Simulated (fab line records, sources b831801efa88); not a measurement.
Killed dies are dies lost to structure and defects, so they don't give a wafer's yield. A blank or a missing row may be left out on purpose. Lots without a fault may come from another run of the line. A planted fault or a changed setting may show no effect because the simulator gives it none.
Chamber matching | flow sfq_line | SFQ_TRILAYER_I2_VIA_BARC_OPEN_VIA_ETCH_096 on rie_diel-01: 4 sister chambers
The step etches BARC in O2, target depth 125 nm, time 41.7 s. 14 wafers are shown with their chamber, then 7 later ones without.

WAFERS WITH THEIR CHAMBER
wafer  | chamber | drypump_motor_current_A (A) | oes_product_au (a.u.)
L571.1 | 0       | 5.8                         | 0.686
L571.3 | 2       | 5.4                         | 0.687
L571.5 | 0       | 5.8                         | 0.687
L582.1 | 1       | 6.1                         | 0.678
L582.3 | 3       | 5.2                         | 0.685
L582.5 | 1       | 6.1                         | 0.681
L586.1 | 0       | 5.9                         | 0.689
L586.5 | 1       | 6.1                         | 0.683
L586.6 | 2       | 5.4                         | 0.682
L589.3 | 2       | 5.4                         | 0.695
L589.4 | 0       | 5.8                         | 0.684
L589.6 | 0       | 5.8                         | 0.685
L591.2 | 1       | 6.1                         | 0.684
L591.3 | 0       | 5.9                         | 0.688

SIGNATURES (means of the wafers above)
reading                 | chamber 0 | chamber 1 | chamber 2 | chamber 3 | scatter within a chamber
drypump_motor_current_A | 5.833     | 6.100     | 5.400     | 5.200     | 0.0365
oes_product_au          | 0.68650   | 0.68150   | 0.68800   | 0.68500   | 0.00353
Rule: a wafer's distance from a chamber is the root of the sum, over the readings, of the square of ((its reading less the chamber's mean) divided by the reading's scatter). The wafer belongs to the nearest chamber; if the next one is less than 2 further off, it can't be placed. The scatter: the root of (the sum of the squares of (reading less its chamber's mean) over the shown wafers, divided by (wafers less chambers)).

WAFERS WITHOUT THEIR CHAMBER
wafer  | drypump_motor_current_A (A) | oes_product_au (a.u.)
L591.4 | 6.1                         | 0.690
L592.1 | 5.9                         | 0.686
L592.4 | 6.1                         | 0.683
L592.5 | 5.2                         | 0.687
L593.1 | 5.9                         | 0.680
L593.3 | 5.4                         | 0.688
L593.6 | 5.9                         | 0.687

WHICH CHAMBER EACH WENT THROUGH
wafer  | from the rows above | in truth
L591.4 | 1                   | 1
L592.1 | 0                   | 0
L592.4 | 1                   | 1
L592.5 | 3                   | 3
L593.1 | 0                   | 0
L593.3 | 2                   | 2
L593.6 | 0                   | 0
Placed correctly: 7 of 7. Can't be placed from these rows: 0. Placed wrongly: 0.
